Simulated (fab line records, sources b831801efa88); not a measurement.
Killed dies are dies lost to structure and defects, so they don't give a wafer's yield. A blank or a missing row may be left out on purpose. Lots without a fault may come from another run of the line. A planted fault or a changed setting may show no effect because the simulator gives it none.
Tool commonality check | flow gf180mcu | 11 lots, 33 wafers sampled

WHY IT WAS OPENED
At GF_VT_IMPLANT_TW_MEAS_32 the reading VT_IMPLANT_3_TW is flagged on 2 of 11 lots. Wafers without a fault read 267.7, standard deviation 1.4.
Rule: a lot is flagged when every wafer of it that has a number lies more than 4 standard deviations from that mean, or none has a number. The other lots count as sound.

lot  | measured     | on            | VT_IMPLANT_3_TW, wafer by wafer | flag
L846 | day 7 08:30  | film_metro-01 | 266.0 267.2 265.9               |
L848 | day 8 03:04  | film_metro-01 | 265.4 266.1 265.3               |
L852 | day 8 17:28  | film_metro-02 | 30.0 29.8 30.2                  | FLAGGED
L853 | day 9 03:07  | film_metro-01 | 29.8 29.7 29.7                  | FLAGGED
L855 | day 9 18:47  | film_metro-02 | 268.7 268.6 269.7               |
L859 | day 10 16:09 | film_metro-01 | 266.2 267.8 267.9               |
L860 | day 10 22:51 | film_metro-02 | 270.1 267.3 268.6               |
L862 | day 11 13:05 | film_metro-04 | 267.5 268.9 270.1               |
L866 | day 12 18:22 | film_metro-02 | 267.8 267.4 268.1               |
L867 | day 13 00:07 | film_metro-02 | 269.4 268.8 268.6               |
L868 | day 13 06:13 | film_metro-02 | 268.8 269.0 269.7               |
The numbers of the flagged lots are 29.9 on average: -237.8 against the usual, or -99 or more standard deviations.

WHICH TOOL RAN EACH LOT
The record holds 3 process steps before the reading, out of a route of 602 steps. In each cell: the tool, then ch and the chambers that the sampled wafers went through, then the start.
lot  | flag    | GF_MVPSD_STRIP_10                    | GF_VT_IMPLANT_STRIP_20               | GF_VT_IMPLANT_STRIP_31
L846 |         | plasma_asher-02 ch 0,1, day 5 11:14  | plasma_asher-02 ch 0,1, day 6 16:47  | plasma_asher-04 ch 0,1, day 7 08:24
L848 |         | plasma_asher-03 ch 1, day 6 04:02    | plasma_asher-02 ch 1, day 7 10:56    | plasma_asher-02 ch 0,1, day 8 02:57
L852 | FLAGGED | plasma_asher-02 ch 1, day 6 17:35    | plasma_asher-03 ch 1, day 8 01:03    | plasma_asher-03 ch 0,1, day 8 17:21
L853 | FLAGGED | plasma_asher-02 ch 0,1, day 7 02:29  | plasma_asher-02 ch 0,1, day 8 10:01  | plasma_asher-02 ch 0,1, day 9 03:02
L855 |         | plasma_asher-01 ch 0,1, day 7 15:36  | plasma_asher-02 ch 0,1, day 9 01:28  | plasma_asher-03 ch 0,1, day 9 18:41
L859 |         | plasma_asher-01 ch 0,1, day 8 12:09  | plasma_asher-03 ch 0,1, day 9 22:09  | plasma_asher-02 ch 0,1, day 10 16:03
L860 |         | plasma_asher-02 ch 0,1, day 8 18:17  | plasma_asher-02 ch 0,1, day 10 04:44 | plasma_asher-04 ch 0,1, day 10 22:45
L862 |         | plasma_asher-01 ch 0,1, day 9 06:48  | plasma_asher-03 ch 0, day 10 18:03   | plasma_asher-04 ch 0,1, day 11 12:59
L866 |         | plasma_asher-03 ch 0,1, day 10 10:05 | plasma_asher-02 ch 0,1, day 11 22:50 | plasma_asher-03 ch 0,1, day 12 18:17
L867 |         | plasma_asher-02 ch 0,1, day 10 15:15 | plasma_asher-02 ch 0,1, day 12 04:30 | plasma_asher-04 ch 0,1, day 13 00:00
L868 |         | plasma_asher-03 ch 0,1, day 10 19:48 | plasma_asher-03 ch 0,1, day 12 10:06 | plasma_asher-04 ch 0,1, day 13 06:06
What these steps do:
- GF_MVPSD_STRIP_10: strips in O2/N2.
- GF_VT_IMPLANT_STRIP_20: strips in O2/N2.
- GF_VT_IMPLANT_STRIP_31: strips in O2/N2.
- GF_VT_IMPLANT_TW_MEAS_32

FLAGGED OVER TOTAL, TOOL BY TOOL (the gauges that took the reading come last)
step                     | tool            | lots run | flagged | share of the flagged lots | sound lots run after its first flagged lot
GF_MVPSD_STRIP_10        | plasma_asher-01 | 3        | 0       | none                      | -
GF_MVPSD_STRIP_10        | plasma_asher-02 | 5        | 2       | all                       | 2 (L860,L867)
GF_MVPSD_STRIP_10        | plasma_asher-03 | 3        | 0       | none                      | -
GF_VT_IMPLANT_STRIP_20   | plasma_asher-02 | 7        | 1       | some                      | 4 (L855,L860,L866,L867)
GF_VT_IMPLANT_STRIP_20   | plasma_asher-03 | 4        | 1       | some                      | 3 (L859,L862,L868)
GF_VT_IMPLANT_STRIP_31   | plasma_asher-02 | 3        | 1       | some                      | 1 (L859)
GF_VT_IMPLANT_STRIP_31   | plasma_asher-03 | 3        | 1       | some                      | 2 (L855,L866)
GF_VT_IMPLANT_STRIP_31   | plasma_asher-04 | 5        | 0       | none                      | -
GF_VT_IMPLANT_TW_MEAS_32 | film_metro-01   | 4        | 1       | some                      | 1 (L859)
GF_VT_IMPLANT_TW_MEAS_32 | film_metro-02   | 6        | 1       | some                      | 5 (L855,L860,L866,L867,L868)
GF_VT_IMPLANT_TW_MEAS_32 | film_metro-04   | 1        | 0       | none                      | -

WHAT THE TABLE ALLOWS
1 row of the table ran every flagged lot: plasma_asher-02 at GF_MVPSD_STRIP_10.
- plasma_asher-02 at GF_MVPSD_STRIP_10: 2 of its 5 lots flagged. Sound lots ran on it after the first flagged one (L860, L867), which a lasting fault on the whole tool wouldn't allow.
No row of the table ran every flagged lot and no sound lot after the first.

WHAT THE SIMULATOR HAD PUT IN
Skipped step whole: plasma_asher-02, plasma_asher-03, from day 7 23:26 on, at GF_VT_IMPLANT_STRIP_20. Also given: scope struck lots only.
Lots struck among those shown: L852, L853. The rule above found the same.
